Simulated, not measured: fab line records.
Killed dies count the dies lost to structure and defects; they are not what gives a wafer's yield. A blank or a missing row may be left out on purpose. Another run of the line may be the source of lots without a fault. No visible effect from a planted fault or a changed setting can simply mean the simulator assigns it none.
fab line records	flow gf180mcu	part 1 of 2: steps 1 to 32 of 44
record lots=5	wafers=15	last-day=35
route steps=602 shown HV_LDD@198 NSD@235
lots with no fault: from the same line, run without faults
start-h: hours from the record's opening day to when the first of the lot's shown wafers began	wait-h: hours from the lot's prior step to this one	" identical to the entry in the row above	L1.1+2: a row that stands for several wafers	- no value, or no start given	* or withheld: withheld	< > ~ a bound
route shown NAME@n: names a module that has steps shown in the file, with the first one's number in the route	usual: average and standard deviation across the fault-free wafers	same: alike in all rows	chamber/n: place in a boat	sites: each site's reading	_std_site: the values' standard deviation	_edge_site: inner sites' mean taken away from outer sites' mean	radius-mm: for every site, how far away it sits from the centre of the wafer	mask NAME#n: copy n	behind: the last tool/chamber to shape the wafer	hold: why the lot was held/for how many hours/how that ended	device: the transistor (n, p or np) that didn't switch	end of line: tests of these same wafers at the route's end	a step given without rows: its recipe and nothing more	killed: dies lost to structure and defects at the first sort, not the wafer's yield	map: the dies of a wafer, with x for killed, . for not killed, _ for no die there
set.NAME: the setting the step ran with; set.NAME@STEP: the setting that earlier step ran with	model.NAME: the simulator's own value behind a step, which no gauge read
lots at some steps of the route; a table a step, a row a wafer
services: when a tool's chamber went out of use (start-h, in hours from the record's first day, below 0 if earlier), for how many hours, and the reason
## steps
# step GF_HV_LDD_STRIP_22
# recipe chemistry=O2/N2	power-w=1400	pressure-mtorr=1500	platen-temp-c=250	o2-flow-sccm=3000	n2-flow-sccm=300	overash-fraction=0.5
# usual drypump-motor-current-A=5.9/0.49	heater-power-w=341/50	oes-product-au=0.716/0.0047	strip-time-to-endpoint-s=12.64/0.034
lot.wafer	tool	chamber	start-h	wait-h	drypump-motor-current-A	heater-power-w	oes-product-au	rf-hours-counter-h	strip-time-to-endpoint-s
L075.3	plasma-asher-03	0	248.03	0.1	6.3	378	0.721	-	12.63
L075.5	"	0	"	"	6.3	382	0.711	-	12.65
L075.6	"	1	"	"	6.2	232	0.712	-	12.64
L076.2	plasma-asher-02	1	260.76	0.1	6.3	328	0.716	17	12.65
L076.5	"	1	"	"	6.3	336	0.719	-	12.66
L076.6	"	0	"	"	6.3	394	0.712	-	12.60
L079.1	plasma-asher-02	0	275.76	0.1	6.4	395	0.715	18	12.66
L079.2	"	1	"	"	6.3	324	0.710	18	12.66
L079.3	"	1	"	"	6.3	334	0.716	-	12.61
L093.3	plasma-asher-04	0	384.04	0.1	5.1	364	0.715	-	12.66
L093.4	"	1	"	"	5.6	334	0.721	-	12.64
L093.6	"	0	"	"	5.1	366	0.722	-	12.68
L096.2	plasma-asher-03	1	415.26	0.1	6.2	233	0.713	75	12.65
L096.3	"	1	"	"	6.2	233	0.716	-	12.65
L096.6	"	0	"	"	6.3	390	0.719	-	12.61
# step GF_HV_LDD_TW_MEAS_23
# usual HV_LDD_2_TW=1060/9.2
lot.wafer	tool	chamber	start-h	wait-h	HV_LDD_2_TW
L075.3	film-metro-04	-	248.11	0.1	1059
L075.5	"	-	"	"	1055
L075.6	"	-	"	"	1054
L076.2	film-metro-04	-	260.87	0.1	1050
L076.5	"	-	"	"	1049
L076.6	"	-	"	"	1055
L079.1	film-metro-02	-	275.86	0.1	1070
L079.2	"	-	"	"	1067
L079.3	"	-	"	"	1068
L093.3	film-metro-02	-	384.13	0.1	1077
L093.4	"	-	"	"	1079
L093.6	"	-	"	"	1070
L096.2	film-metro-04	-	415.37	0.1	1051
L096.3	"	-	"	"	1052
L096.6	"	-	"	"	1055
# step GF_HV_LDD_DEHYDRATE_24
# recipe temp-c=200	time-s=60
# usual heater-power-total-W=160.36/0.12
# same time-s=60
lot.wafer	tool	chamber	start-h	wait-h	heater-power-total-W
L075.3	litho-track-03	0	256.69	8.6	160.41
L075.5	"	0	"	"	160.22
L075.6	"	0	"	"	160.26
L076.2	litho-track-03	0	269.76	8.9	160.40
L076.5	"	0	"	"	160.36
L076.6	"	0	"	"	160.46
L079.1	litho-track-02	0	285.15	9.3	160.52
L079.2	"	0	"	"	160.25
L079.3	"	0	"	"	160.24
L093.3	litho-track-01	0	394.85	10.7	160.28
L093.4	"	0	"	"	160.19
L093.6	"	0	"	"	160.32
L096.2	litho-track-03	0	427.36	12.0	160.66
L096.3	"	0	"	"	160.38
L096.6	"	0	"	"	160.48
# step GF_HV_LDD_HMDS_25
# recipe prime-time-s=60	prime-temp-c=120
lot.wafer	tool	chamber	start-h	wait-h
L075.3+5+6	litho-track-03	0	256.84	0.1
L076.2+5+6	litho-track-03	0	269.91	0.1
L079.1+2+3	litho-track-02	0	285.30	0.1
L093.3+4+6	litho-track-01	0	395.00	0.1
L096.2+3+6	litho-track-03	0	427.51	0.1
# step GF_HV_LDD_COAT_26
# recipe resist=NOVOLAK	spin-rpm=3000	resist-thk-nm=1000
lot.wafer	tool	chamber	start-h	wait-h
L075.3+5+6	litho-track-03	0	256.99	0.1
L076.2+5+6	litho-track-03	0	270.06	0.1
L079.1+2+3	litho-track-02	0	285.45	0.1
L093.3+4+6	litho-track-01	0	395.15	0.1
L096.2+3+6	litho-track-03	0	427.66	0.1
# step GF_HV_LDD_SOFTBAKE_27
# recipe temp-c=90	time-s=60	resist=NOVOLAK
# usual heater-power-total-W=56.60/0.044
# same time-s=60
lot.wafer	tool	chamber	start-h	wait-h	heater-power-total-W
L075.3	litho-track-03	0	257.14	0.1	56.65
L075.5	"	0	"	"	56.61
L075.6	"	0	"	"	56.58
L076.2	litho-track-03	0	270.21	0.1	56.55
L076.5	"	0	"	"	56.59
L076.6	"	0	"	"	56.59
L079.1	litho-track-02	0	285.60	0.1	56.66
L079.2	"	0	"	"	56.59
L079.3	"	0	"	"	56.65
L093.3	litho-track-01	0	395.30	0.1	56.58
L093.4	"	0	"	"	56.63
L093.6	"	0	"	"	56.61
L096.2	litho-track-03	0	427.81	0.1	56.58
L096.3	"	0	"	"	56.66
L096.6	"	0	"	"	56.64
# step GF_HV_LDD_EXPOSE_28
# recipe mask-id=Nplus_HV_AREA	target-cd-nm=400	na=0.6	source-shape=conventional	sigma-outer=0.6	dose-mj=140
lot.wafer	tool	chamber	start-h	wait-h	mask
L075.3+5+6	iline-stepper-01	0	-	-	Nplus_HV_AREA#0
L076.2+5+6	iline-stepper-02	0	-	-	Nplus_HV_AREA#0
L079.1+2+3	iline-stepper-01	0	-	-	Nplus_HV_AREA#0
L093.3+4+6	iline-stepper-02	0	-	-	Nplus_HV_AREA#0
L096.2+3+6	iline-stepper-01	0	-	-	Nplus_HV_AREA#0
# step GF_HV_LDD_PEB_29
# recipe temp-c=withheld	time-s=*	resist=NOVOLAK
# same time-s=*
lot.wafer	tool	chamber	start-h	wait-h
L075.3+5+6	litho-track-01	0	-	-
L076.2+5+6	litho-track-03	0	-	-
L079.1+2+3	litho-track-02	0	-	-
L093.3+4+6	litho-track-03	0	-	-
L096.2+3+6	litho-track-02	0	-	-
# step GF_HV_LDD_DEVELOP_30
# recipe develop-time-s=60	dev-temp-c=23
lot.wafer	tool	chamber	start-h	wait-h
L075.3+5+6	litho-track-01	0	266.56	0.1
L076.2+5+6	litho-track-03	0	279.66	0.1
L079.1+2+3	litho-track-02	0	295.40	0.1
L093.3+4+6	litho-track-03	0	407.04	0.1
L096.2+3+6	litho-track-02	0	439.72	0.1
# step GF_HV_LDD_CD_MEAS_31
# recipe target-cd-nm=400
# usual cd-nm=399.8/2.6
lot.wafer	tool	chamber	start-h	wait-h	cd-nm
L075.3	cd-sem-01	-	266.70	0.1	400.8
L075.5	"	-	"	"	400.2
L075.6	"	-	"	"	398.9
L076.2	cd-sem-02	-	279.81	0.1	400.0
L076.5	"	-	"	"	398.6
L076.6	"	-	"	"	399.2
L079.1	cd-sem-01	-	295.55	0.1	398.7
L079.2	"	-	"	"	401.1
L079.3	"	-	"	"	400.1
L093.3	cd-sem-02	-	407.18	0.1	399.6
L093.4	"	-	"	"	397.0
L093.6	"	-	"	"	397.9
L096.2	cd-sem-01	-	439.87	0.1	399.4
L096.3	"	-	"	"	403.8
L096.6	"	-	"	"	401.7
# step GF_HV_LDD_OVL_MEAS_32
# usual HV_LDD_02_OVL=-0.3/1.5
lot.wafer	tool	chamber	start-h	wait-h	HV_LDD_02_OVL[nm]
L075.3	overlay-02	-	266.79	0.1	2.8
L075.5	"	-	"	"	2.7
L075.6	"	-	"	"	3.7
L076.2	overlay-02	-	279.91	0.1	-0.9
L076.5	"	-	"	"	-2.7
L076.6	"	-	"	"	-0.1
L079.1	overlay-01	-	295.67	0.1	-1.7
L079.2	"	-	"	"	-1.5
L079.3	"	-	"	"	-2.6
L093.3	overlay-01	-	407.27	0.1	-1.1
L093.4	"	-	"	"	-0.5
L093.6	"	-	"	"	-1.0
L096.2	overlay-01	-	439.98	0.1	0.9
L096.3	"	-	"	"	-0.3
L096.6	"	-	"	"	0.2
# step GF_HV_LDD_IMPLANT_33
# recipe species=P	energy-kev=60	dose-cm2=7.5e+12	tilt-deg=30	rotation-deg=0
lot.wafer	tool	chamber	start-h	wait-h
L075.3+5+6	implanter-04	0	266.86	0.1
L076.2+5+6	implanter-04	0	279.97	0.0
L079.1+2+3	implanter-04	0	295.71	0.0
L093.3+4+6	implanter-02	0	407.34	0.1
L096.2+3+6	implanter-03	0	440.03	0.0
# step GF_HV_LDD_IMPLANT_34
# recipe species=P	energy-kev=60	dose-cm2=7.5e+12	tilt-deg=30	rotation-deg=90
lot.wafer	tool	chamber	start-h	wait-h
L075.3+5+6	implanter-04	0	267.01	0.1
L076.2+5+6	implanter-04	0	280.12	0.1
L079.1+2+3	implanter-04	0	295.86	0.1
L093.3+4+6	implanter-02	0	407.49	0.1
L096.2+3+6	implanter-03	0	440.18	0.1
# step GF_HV_LDD_IMPLANT_35
# recipe species=P	energy-kev=60	dose-cm2=7.5e+12	tilt-deg=30	rotation-deg=180
lot.wafer	tool	chamber	start-h	wait-h
L075.3+5+6	implanter-04	0	267.16	0.1
L076.2+5+6	implanter-04	0	280.27	0.1
L079.1+2+3	implanter-04	0	296.01	0.1
L093.3+4+6	implanter-02	0	407.64	0.1
L096.2+3+6	implanter-03	0	440.33	0.1
# step GF_HV_LDD_IMPLANT_36
# recipe species=P	energy-kev=60	dose-cm2=7.5e+12	tilt-deg=30	rotation-deg=270
lot.wafer	tool	chamber	start-h	wait-h
L075.3+5+6	implanter-04	0	267.31	0.1
L076.2+5+6	implanter-04	0	280.42	0.1
L079.1+2+3	implanter-04	0	296.16	0.1
L093.3+4+6	implanter-02	0	407.79	0.1
L096.2+3+6	implanter-03	0	440.48	0.1
# step GF_HV_LDD_STRIP_37
# recipe chemistry=O2/N2	power-w=1400	pressure-mtorr=1500	platen-temp-c=250	o2-flow-sccm=3000	n2-flow-sccm=300	overash-fraction=0.5
# usual drypump-motor-current-A=5.9/0.5	heater-power-w=347/46	oes-product-au=0.716/0.0041	strip-time-to-endpoint-s=12.63/0.03
lot.wafer	tool	chamber	start-h	wait-h	drypump-motor-current-A	heater-power-w	oes-product-au	rf-hours-counter-h	strip-time-to-endpoint-s
L075.3	plasma-asher-02	0	267.45	0.1	6.3	397	0.716	-	12.63
L075.5	"	1	"	"	6.3	332	0.713	-	12.66
L075.6	"	0	"	"	6.4	404	0.718	-	12.62
L076.2	plasma-asher-04	1	280.54	0.1	5.6	332	0.715	59	12.62
L076.5	"	1	"	"	5.6	339	0.718	-	12.62
L076.6	"	0	"	"	5.1	363	0.713	-	12.63
L079.1	plasma-asher-04	1	296.31	0.1	5.6	343	0.716	61	12.66
L079.2	"	0	"	"	5.1	361	0.713	61	12.65
L079.3	"	0	"	"	5.1	369	0.717	-	12.68
L093.3	plasma-asher-02	0	407.92	0.1	6.4	398	0.715	-	12.64
L093.4	"	1	"	"	6.3	329	0.709	-	12.67
L093.6	"	1	"	"	6.3	331	0.720	-	12.61
L096.2	plasma-asher-03	0	440.61	0.1	6.3	385	0.722	2	12.62
L096.3	"	1	"	"	6.2	229	0.720	-	12.60
L096.6	"	1	"	"	6.2	224	0.716	-	12.64
# step GF_HV_LDD_TW_MEAS_38
# usual HV_LDD_3_TW=1438/13
lot.wafer	tool	chamber	start-h	wait-h	HV_LDD_3_TW
L075.3	film-metro-02	-	267.53	0.1	1454
L075.5	"	-	"	"	1459
L075.6	"	-	"	"	1451
L076.2	film-metro-03	-	280.65	0.1	1430
L076.5	"	-	"	"	1433
L076.6	"	-	"	"	1432
L079.1	film-metro-02	-	296.41	0.1	1459
L079.2	"	-	"	"	1464
L079.3	"	-	"	"	1463
L093.3	film-metro-03	-	408.01	0.1	1429
L093.4	"	-	"	"	1430
L093.6	"	-	"	"	1435
L096.2	film-metro-04	-	440.72	0.1	1433
L096.3	"	-	"	"	1428
L096.6	"	-	"	"	1429
# step GF_HV_LDD_DEHYDRATE_39
# recipe temp-c=200	time-s=60
# usual heater-power-total-W=160.39/0.12
# same time-s=60
lot.wafer	tool	chamber	start-h	wait-h	heater-power-total-W
L075.3	litho-track-01	0	276.16	8.6	160.31
L075.5	"	0	"	"	160.20
L075.6	"	0	"	"	160.58
L076.2	litho-track-03	0	290.36	9.7	160.33
L076.5	"	0	"	"	160.37
L076.6	"	0	"	"	160.57
L079.1	litho-track-03	0	306.54	10.1	160.39
L079.2	"	0	"	"	160.50
L079.3	"	0	"	"	160.59
L093.3	litho-track-03	0	419.34	11.3	160.58
L093.4	"	0	"	"	160.25
L093.6	"	0	"	"	160.55
L096.2	litho-track-02	0	452.97	12.2	160.30
L096.3	"	0	"	"	160.27
L096.6	"	0	"	"	160.22
# step GF_HV_LDD_HMDS_40
# recipe prime-time-s=60	prime-temp-c=120
lot.wafer	tool	chamber	start-h	wait-h
L075.3+5+6	litho-track-01	0	276.31	0.1
L076.2+5+6	litho-track-03	0	290.51	0.1
L079.1+2+3	litho-track-03	0	306.69	0.1
L093.3+4+6	litho-track-03	0	419.49	0.1
L096.2+3+6	litho-track-02	0	453.12	0.1
# step GF_HV_LDD_COAT_41
# recipe resist=NOVOLAK	spin-rpm=3000	resist-thk-nm=1000
lot.wafer	tool	chamber	start-h	wait-h
L075.3+5+6	litho-track-01	0	276.46	0.1
L076.2+5+6	litho-track-03	0	290.66	0.1
L079.1+2+3	litho-track-03	0	306.84	0.1
L093.3+4+6	litho-track-03	0	419.64	0.1
L096.2+3+6	litho-track-02	0	453.27	0.1
# step GF_HV_LDD_SOFTBAKE_42
# recipe temp-c=90	time-s=60	resist=NOVOLAK
# usual heater-power-total-W=56.60/0.046
# same time-s=60
lot.wafer	tool	chamber	start-h	wait-h	heater-power-total-W
L075.3	litho-track-01	0	276.61	0.1	56.74
L075.5	"	0	"	"	56.58
L075.6	"	0	"	"	56.67
L076.2	litho-track-03	0	290.81	0.1	56.61
L076.5	"	0	"	"	56.57
L076.6	"	0	"	"	56.58
L079.1	litho-track-03	0	306.99	0.1	56.57
L079.2	"	0	"	"	56.60
L079.3	"	0	"	"	56.64
L093.3	litho-track-03	0	419.79	0.1	56.54
L093.4	"	0	"	"	56.57
L093.6	"	0	"	"	56.63
L096.2	litho-track-02	0	453.42	0.1	56.58
L096.3	"	0	"	"	56.54
L096.6	"	0	"	"	56.68
# step GF_HV_LDD_EXPOSE_43
# recipe mask-id=Pplus_HV_AREA	target-cd-nm=400	na=0.6	source-shape=conventional	sigma-outer=0.6	dose-mj=140
lot.wafer	tool	chamber	start-h	wait-h	mask
L075.3+5+6	iline-stepper-01	0	-	-	Pplus_HV_AREA#0
L076.2+5+6	iline-stepper-01	0	-	-	Pplus_HV_AREA#0
L079.1+2+3	iline-stepper-02	0	-	-	Pplus_HV_AREA#0
L093.3+4+6	iline-stepper-02	0	-	-	Pplus_HV_AREA#0
L096.2+3+6	iline-stepper-01	0	-	-	Pplus_HV_AREA#0
# step GF_HV_LDD_PEB_44
# recipe temp-c=withheld	time-s=*	resist=NOVOLAK
# same time-s=*
lot.wafer	tool	chamber	start-h	wait-h
L075.3+5+6	litho-track-01	0	-	-
L076.2+5+6	litho-track-02	0	-	-
L079.1+2+3	litho-track-03	0	-	-
L093.3+4+6	litho-track-03	0	-	-
L096.2+3+6	litho-track-03	0	-	-
# step GF_HV_LDD_DEVELOP_45
# recipe develop-time-s=60	dev-temp-c=23
lot.wafer	tool	chamber	start-h	wait-h
L075.3+5+6	litho-track-01	0	285.41	0.1
L076.2+5+6	litho-track-02	0	300.38	0.1
L079.1+2+3	litho-track-03	0	317.14	0.1
L093.3+4+6	litho-track-03	0	432.04	0.1
L096.2+3+6	litho-track-03	0	464.96	0.1
# step GF_HV_LDD_CD_MEAS_46
# recipe target-cd-nm=400
# usual cd-nm=399.3/2.1
lot.wafer	tool	chamber	start-h	wait-h	cd-nm
L075.3	cd-sem-01	-	285.55	0.1	400.3
L075.5	"	-	"	"	400.9
L075.6	"	-	"	"	402.4
L076.2	cd-sem-02	-	300.52	0.1	398.0
L076.5	"	-	"	"	398.9
L076.6	"	-	"	"	397.9
L079.1	cd-sem-02	-	317.29	0.1	396.5
L079.2	"	-	"	"	399.0
L079.3	"	-	"	"	397.7
L093.3	cd-sem-02	-	432.18	0.1	399.5
L093.4	"	-	"	"	397.5
L093.6	"	-	"	"	397.4
L096.2	cd-sem-02	-	465.13	0.1	398.7
L096.3	"	-	"	"	397.5
L096.6	"	-	"	"	399.7
# step GF_HV_LDD_OVL_MEAS_47
# usual HV_LDD_03_OVL=-0.2/1.2
lot.wafer	tool	chamber	start-h	wait-h	HV_LDD_03_OVL[nm]
L075.3	overlay-02	-	285.64	0.1	1.0
L075.5	"	-	"	"	-0.3
L075.6	"	-	"	"	1.2
L076.2	overlay-01	-	300.63	0.1	-0.8
L076.5	"	-	"	"	-2.0
L076.6	"	-	"	"	-1.2
L079.1	overlay-01	-	317.41	0.1	-1.0
L079.2	"	-	"	"	-1.0
L079.3	"	-	"	"	-0.3
L093.3	overlay-02	-	432.27	0.1	2.8
L093.4	"	-	"	"	2.0
L093.6	"	-	"	"	1.1
L096.2	overlay-02	-	465.24	0.1	1.5
L096.3	"	-	"	"	2.5
L096.6	"	-	"	"	2.2
# step GF_HV_LDD_IMPLANT_48
# recipe species=B	energy-kev=25	dose-cm2=3e+13	tilt-deg=7
lot.wafer	tool	chamber	start-h	wait-h
L075.3+5+6	implanter-04	0	285.71	0.1
L076.2+5+6	implanter-03	0	300.68	0.0
L079.1+2+3	implanter-02	0	317.44	0.0
L093.3+4+6	implanter-04	0	432.34	0.1
L096.2+3+6	implanter-04	0	465.29	0.0
# step GF_HV_LDD_STRIP_49
# recipe chemistry=O2/N2	power-w=1400	pressure-mtorr=1500	platen-temp-c=250	o2-flow-sccm=3000	n2-flow-sccm=300	overash-fraction=0.5
# usual drypump-motor-current-A=6.0/0.45	heater-power-w=344/53	oes-product-au=0.716/0.0044	strip-time-to-endpoint-s=12.62/0.034
lot.wafer	tool	chamber	start-h	wait-h	drypump-motor-current-A	heater-power-w	oes-product-au	rf-hours-counter-h	strip-time-to-endpoint-s
L075.3	plasma-asher-03	0	285.85	0.1	6.2	374	0.716	-	12.54
L075.5	"	0	"	"	6.2	385	0.721	-	12.57
L075.6	"	1	"	"	6.2	234	0.717	-	12.57
L076.2	plasma-asher-02	0	300.81	0.1	6.3	397	0.711	21	12.64
L076.5	"	1	"	"	6.3	339	0.712	-	12.58
L076.6	"	0	"	"	6.3	393	0.712	-	12.60
L079.1	plasma-asher-02	0	317.59	0.1	6.3	402	0.719	22	12.62
L079.2	"	1	"	"	6.3	328	0.720	22	12.62
L079.3	"	1	"	"	6.3	330	0.712	-	12.64
L093.3	plasma-asher-04	0	432.47	0.1	5.1	357	0.722	-	12.61
L093.4	"	1	"	"	5.6	341	0.717	-	12.60
L093.6	"	0	"	"	5.1	359	0.718	-	12.58
L096.2	plasma-asher-03	0	465.42	0.1	6.3	383	0.715	4	12.64
L096.3	"	0	"	"	6.3	381	0.714	-	12.61
L096.6	"	0	"	"	6.3	391	0.708	-	12.63
# step GF_HV_LDD_TW_MEAS_50
# usual HV_LDD_4_TW=571/4.8
lot.wafer	tool	chamber	start-h	wait-h	HV_LDD_4_TW
L075.3	film-metro-02	-	285.93	0.1	579
L075.5	"	-	"	"	579
L075.6	"	-	"	"	577
L076.2	film-metro-04	-	300.92	0.1	570
L076.5	"	-	"	"	567
L076.6	"	-	"	"	568
L079.1	film-metro-04	-	317.69	0.1	568
L079.2	"	-	"	"	573
L079.3	"	-	"	"	570
L093.3	film-metro-03	-	432.56	0.1	568
L093.4	"	-	"	"	569
L093.6	"	-	"	"	568
L096.2	film-metro-02	-	465.53	0.1	578
L096.3	"	-	"	"	578
L096.6	"	-	"	"	575
# step GF_HV_LDD_CLEAN_51
# recipe chemistry=SC1/SC2	mix=1:4:20	temp-c=70	time-s=150	dry=n2-spin
# same time-s=150
lot.wafer	tool	chamber	start-h	wait-h
L075.3+5+6	wet-bench-02	2	285.97	0.0
L076.2+5+6	wet-bench-02	2	300.97	0.0
L079.1+2+3	wet-bench-03	1	317.75	0.1
L093.3+4+6	wet-bench-04	1	432.60	0.0
L096.2+3+6	wet-bench-03	1	465.58	0.0
# step GF_HV_LDD_RTA_52
# recipe temp-c=1000	time-s=10	ambient=N2
# usual lamp-power-pct=34/4	wafer_temp_C_max=1005.2/1.9
# same time-s=10
lot.wafer	tool	chamber	start-h	wait-h	lamp-power-pct	wafer_temp_C_max
L075.3	rtp-anneal-01	0	286.07	0.0	29	1003.9
L075.5	"	0	"	"	29	1004.5
L075.6	"	0	"	"	29	1003.2
L076.2	rtp-anneal-01	0	301.03	0.0	29	1003.0
L076.5	"	0	"	"	29	1003.7
L076.6	"	0	"	"	29	1003.8
L079.1	rtp-anneal-02	0	317.80	0.0	37	1004.7
L079.2	"	0	"	"	37	1010.5
L079.3	"	0	"	"	37	1008.4
L093.3	rtp-anneal-02	0	432.67	0.0	37	1006.2
L093.4	"	0	"	"	37	1006.5
L093.6	"	0	"	"	37	1008.0
L096.2	rtp-anneal-01	0	465.64	0.0	29	1003.9
L096.3	"	0	"	"	29	1003.1
L096.6	"	0	"	"	29	1003.3
# step GF_HV_LDD_RS_MEAS_53
# recipe thk-meas-gauge=four-point-probe
# usual HV_LDD_RS=418.7/0.81
lot.wafer	tool	chamber	start-h	wait-h	HV_LDD_RS[ohm/sq]
L075.3	film-metro-04	-	286.20	0.1	418.9
L075.5	"	-	"	"	419.3
L075.6	"	-	"	"	419.5
L076.2	film-metro-03	-	301.10	0.1	418.9
L076.5	"	-	"	"	419.9
L076.6	"	-	"	"	418.7
L079.1	film-metro-04	-	317.87	0.1	418.4
L079.2	"	-	"	"	419.3
L079.3	"	-	"	"	418.3
L093.3	film-metro-02	-	432.76	0.1	418.5
L093.4	"	-	"	"	418.3
L093.6	"	-	"	"	418.5
L096.2	film-metro-04	-	465.72	0.1	418.5
L096.3	"	-	"	"	417.8
L096.6	"	-	"	"	419.0
